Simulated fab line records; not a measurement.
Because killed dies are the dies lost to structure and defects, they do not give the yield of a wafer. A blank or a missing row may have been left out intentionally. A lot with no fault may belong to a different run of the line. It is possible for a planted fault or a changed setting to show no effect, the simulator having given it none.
The tool behind it: which one? ; flow gf180mcu ; Sampling: 12 lots, 36 wafers, 5 of 602 route steps

WHAT EACH GAUGE READ, for each wafer
GF_M3_THK_MEAS_06: measures by xrf. Usual: M3_ALCU_THK typically reads 444 nm, with standard deviation 4.7.
lot;measured;on;M3_ALCU_THK (nm);flag
L215;day 21 05:43;film-metro-03;444 443 443;
L216;day 21 12:59;film-metro-04;448 449 443;
L217;day 21 21:20;film-metro-03;446 441 438;
L218;day 22 01:12;film-metro-03;438 437 440;
L219;day 22 18:46;film-metro-04;442 438 447;
L220;day 23 01:05;film-metro-02;450 452 453;
L223;day 24 09:41;film-metro-04;447 449 444;
L226;day 25 05:28;film-metro-03;445 454 448;
L228;day 26 01:31;film-metro-04;446 444 445;
L229;day 26 06:19;film-metro-02;443 443 446;
L231;day 26 17:18;film-metro-02;441 438 445;
L233;day 27 03:05;film-metro-03;444 447 447;

GF_M3_CD_MEAS_14: the cd target is 280 nm. Usual: cd-nm at 280.1 nm, with a standard deviation of 1.4.
lot;measured;on;cd-nm (nm);flag
L215;day 22 04:34;cd-sem-02;280.1 279.5 279.1;
L216;day 22 12:01;cd-sem-01;277.8 277.2 278.7;
L217;day 22 20:37;cd-sem-01;279.8 279.3 279.7;
L218;day 23 00:28;cd-sem-01;282.7 283.6 282.2;
L219;day 23 16:29;cd-sem-01;282.4 283.1 282.7;
L220;day 23 23:00;cd-sem-01;279.5 279.7 279.4;
L223;day 25 07:20;cd-sem-02;277.2 278.1 278.8;
L226;day 26 02:05;cd-sem-02;280.2 281.1 280.9;
L228;day 26 22:10;cd-sem-01;289.9 289.3 289.6;OFF
L229;day 27 02:20;cd-sem-01;291.5 290.7 290.9;OFF
L231;day 27 13:06;cd-sem-02;279.9 279.4 279.6;
L233;day 27 23:12;cd-sem-01;280.6 281.6 280.9;

GF_M3_OVL_MEAS_15. Usual: M3_OVL typically reads 2 nm, with standard deviation 5.7.
lot;measured;on;M3_OVL (nm);flag
L215;day 22 04:41;overlay-02;-9 -6 0;
L216;day 22 12:07;overlay-02;-5 2 -7;
L217;day 22 20:43;overlay-01;3 1 3;
L218;day 23 00:35;overlay-02;3 8 0;
L219;day 23 16:36;overlay-01;0 4 3;
L220;day 23 23:07;overlay-02;-3 1 0;
L223;day 25 07:25;overlay-02;0 1 3;
L226;day 26 02:10;overlay-02;1 -1 -1;
L228;day 26 22:16;overlay-02;6 9 9;
L229;day 27 02:25;overlay-01;7 12 6;
L231;day 27 13:13;overlay-02;14 10 7;
L233;day 27 23:19;overlay-02;-10 -8 -10;

WHICH TOOL RAN EACH LOT (tool, then ch and the chambers of the sampled wafers, then the start)
lot;GF_M2_STRIP_17;GF_M3_EXPOSE_11
L215;plasma-asher-03 ch 0,1, day 20 01:49;krf-scanner-02 ch 0, day 21 17:22
L216;plasma-asher-01 ch 0,1, day 20 10:22;krf-scanner-02 ch 0, day 22 00:34
L217;plasma-asher-03 ch 0,1, day 20 18:37;krf-scanner-01 ch 0, day 22 09:29
L218;plasma-asher-03 ch 0,1, day 20 22:52;krf-scanner-02 ch 0, day 22 13:22
L219;plasma-asher-03 ch 0,1, day 21 14:21;krf-scanner-02 ch 0, day 23 05:56
L220;plasma-asher-03 ch 0,1, day 21 22:37;krf-scanner-01 ch 0, day 23 11:58
L223;plasma-asher-01 ch 0,1, day 23 08:12;krf-scanner-01 ch 0, day 24 20:59
L226;plasma-asher-02 ch 0,1, day 24 05:03;krf-scanner-01 ch 0, day 25 16:05
L228;plasma-asher-02 ch 0,1, day 25 01:13;krf-scanner-02 ch 0, day 26 12:19
L229;plasma-asher-02 ch 0,1, day 25 06:03;krf-scanner-02 ch 0, day 26 16:23
L231;plasma-asher-02 ch 0,1, day 25 16:44;krf-scanner-01 ch 0, day 27 03:34
L233;plasma-asher-02 ch 0, day 26 03:34;krf-scanner-01 ch 0, day 27 13:16
- GF_M2_STRIP_17: strips in O2/N2.
- GF_M3_EXPOSE_11: exposes mask Metal3, target cd 280 nm.

AS READ BY THE TOOLS THEMSELVES (means over the sampled wafers that have a number; for cases with no such wafer, the mark the record gives instead)
GF_M2_STRIP_17. Usual: drypump-motor-current-A 5.4 A, standard deviation 0.61; heater-power-w 334 W, standard deviation 35; oes-product-au 0.538 a.u., standard deviation 0.0047; strip-time-to-endpoint-s 7.39 s, standard deviation 0.057.
lot;tool;drypump-motor-current-A (A);heater-power-w (W);oes-product-au (a.u.);strip-time-to-endpoint-s (s);flag
L215;plasma-asher-03;5.2;360;0.539;7.46;
L216;plasma-asher-01;5.3;363;0.538;7.42;
L217;plasma-asher-03;5.2;363;0.539;7.37;
L218;plasma-asher-03;5.2;351;0.536;7.40;
L219;plasma-asher-03;5.2;346;0.538;7.41;
L220;plasma-asher-03;5.2;343;0.539;7.42;
L223;plasma-asher-01;5.3;349;0.541;7.47;
L226;plasma-asher-02;5.5;302;0.537;7.34;
L228;plasma-asher-02;5.6;302;0.541;7.39;
L229;plasma-asher-02;6.2;292;0.538;7.36;
L231;plasma-asher-02;5.5;303;0.535;7.36;
L233;plasma-asher-02;4.9;310;0.535;7.36;

GF_M3_EXPOSE_11. Usual: exposure-dose-mJ-cm2 28.191, standard deviation 0.029; stage-vel-mm-s 499.96 mm/s, standard deviation 0.22.
lot;tool;exposure-dose-mJ-cm2;stage-vel-mm-s (mm/s);flag
L215;krf-scanner-02;28.185;500.01;
L216;krf-scanner-02;28.185;500.11;
L217;krf-scanner-01;28.186;499.86;
L218;krf-scanner-02;28.180;499.95;
L219;krf-scanner-02;28.211;499.77;
L220;krf-scanner-01;28.202;500.08;
L223;krf-scanner-01;28.185;499.50;
L226;krf-scanner-01;28.214;500.13;
L228;krf-scanner-02;26.224;499.89;OFF
L229;krf-scanner-02;26.199;500.14;OFF
L231;krf-scanner-01;28.189;500.08;
L233;krf-scanner-01;28.184;500.06;

THE ANSWER, worked out from the rows above alone
Rule: a lot is off if the mean of its wafers that have a number lies more than 3 standard deviations from the usual mean. A lot without any number at a reading at which 4 lots or more have one is off too. Where the step has rows for the other lots, those lots are counted as sound. First the gauges in route order, then the tools' own readings, where a lot's mean is used as printed above. At the first step where some lot is off, the reading lying furthest off is the one used; lots without a number count as furthest.
Off: L228, L229, at GF_M3_CD_MEAS_14 (cd-nm).
A tool fits if, at a process step before that reading, it ran every lot that is off, and no sound lot after the first of them. The gauges at GF_M3_CD_MEAS_14 aren't tried: what is off there is off at GF_M3_EXPOSE_11 too, on other tools, and a gauge's error can't cause that. One candidate fits, namely krf-scanner-02 at GF_M3_EXPOSE_11. Its last sound lot is L219 (day 23 05:56), its first lot that is off L228 (day 26 12:19): a fault that began between those two fits.
On the lots that are off, the tool's own readings at GF_M3_EXPOSE_11 differ by more than 5 times the standard deviation of the sound lots' means, which bears it out; exposure-dose-mJ-cm2 reads 26.212 there versus 28.192 on the sound lots.

WHAT THE SIMULATOR HAD PUT IN
Process parameter drift: krf-scanner-02, from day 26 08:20 on, at GF_M3_EXPOSE_11. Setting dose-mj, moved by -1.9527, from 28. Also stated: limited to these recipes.
Lots struck among those shown: L228, L229. The rule above found the same.
